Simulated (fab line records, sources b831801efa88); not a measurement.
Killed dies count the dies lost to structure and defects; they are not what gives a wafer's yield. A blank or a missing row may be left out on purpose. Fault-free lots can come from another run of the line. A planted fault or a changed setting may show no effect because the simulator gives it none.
Code-filled problem report in 8D (eight disciplines) form :: flow sfq_line :: the parts of the form that need people (team, actions taken, sign-off) are left out

== 1. THE PROBLEM ==
Wafers without a fault read 139.2 s, standard deviation 0.59; run_length_s at SFQ_TRILAYER_I0_DEP_PECVD_027 reads a mean of 128.9 s on 3 wafers belonging to 3 lots. That puts it -17 standard deviations away from the usual mean.
The step: deposits SiO2 from SiH4/N2O, time 111.11 s, target thk 500 nm.
First observed at day 13 10:29: wafer L218.2, on pecvd-03. Wafers with a number at this step in the record: 43, from 15 lots. Rule for "out" (also "out of limits"): further than 4 standard deviations from the usual mean. The other wafers with a number count as sound.

== 2. WHAT IT IS; WHAT IT IS NOT ==
question: which readings at this step
is: run_length_s
is not: heater_power_w, throttle_valve_pct

question: which lots
is: L218, L219, L220
is not: L213, L214, L215, L216, L226, L228, L229, L230, L232, L234, L235, L236

question: which wafers of those lots
is: L218.2, L219.5, L220.2
is not: L218.1, L218.6, L219.1, L220.1

question: read on which tools
is: pecvd-03
is not: pecvd-02, pecvd-04

question: when
is: from day 13 10:29
is not: up to then (14 sound wafers); but 26 sound wafers of L219, L220, L226, L228, L229, L230, L232, L234, L235, L236 came after

== 3. THE SUSPECTS, EACH WITH WHAT RULES IT OUT ==
Counting: a tool at a process step up to the reading stays a suspect if it ran every lot that is out. Sound lots after the first of them don't rule it out here, since some wafers of a struck lot are sound.
- pecvd-03 at SFQ_TRILAYER_I0_DEP_PECVD_027 (deposits SiO2 from SiH4/N2O, time 111.11 s, target thk 500 nm): kept. Every lot that is out went through it, the first being L218 (day 13 10:29); the last sound lot it ran before that was L216 (day 12 06:08). On those wafers its own readings are out: run_length_s.
Left after counting: pecvd-03 at SFQ_TRILAYER_I0_DEP_PECVD_027.

== 4. THE CAUSE (what the simulator had put in) ==
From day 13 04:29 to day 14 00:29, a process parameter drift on pecvd-03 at SFQ_TRILAYER_I0_DEP_PECVD_027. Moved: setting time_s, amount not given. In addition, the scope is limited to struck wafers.
Counting left only this tool.

== 5. THE CHAIN OF EFFECTS, in route order ==
One row per reading whose mean, taken over the struck wafers that have a number, lies over 3 standard deviations from the usual. Only readings for which the record gives a usual standard deviation are gone through. hours: the time from each lot's start at the first step in this table that gives one to its start at this step, as a median over the lots. sigmas: the change in usual standard deviations.
hours: 0
step: SFQ_TRILAYER_I0_DEP_PECVD_027
reading: run_length_s
usual: 139.2 s
on struck wafers: 128.9
change: -10.3
sigmas: -17

hours: 2
step: SFQ_TRILAYER_I0_CMP_CMP_028
reading: time_to_endpoint_s
usual: 215 s
on struck wafers: 179
change: -36
sigmas: -4.4
Process steps it contains:
- SFQ_TRILAYER_I0_DEP_PECVD_027: deposits SiO2 from SiH4/N2O, time 111.11 s, target thk 500 nm.
- SFQ_TRILAYER_I0_CMP_CMP_028: polishes SiO2.
Readings that are blank on the struck wafers while sound wafers have them: rf_fwd_power_W at SFQ_TRILAYER_I0_DEP_PECVD_027.

== 6. HOW IT WOULD HAVE BEEN CAUGHT EARLIER ==
In this record the first reading out of limits was taken at day 13 10:29, 6 hours after the fault began at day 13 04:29.
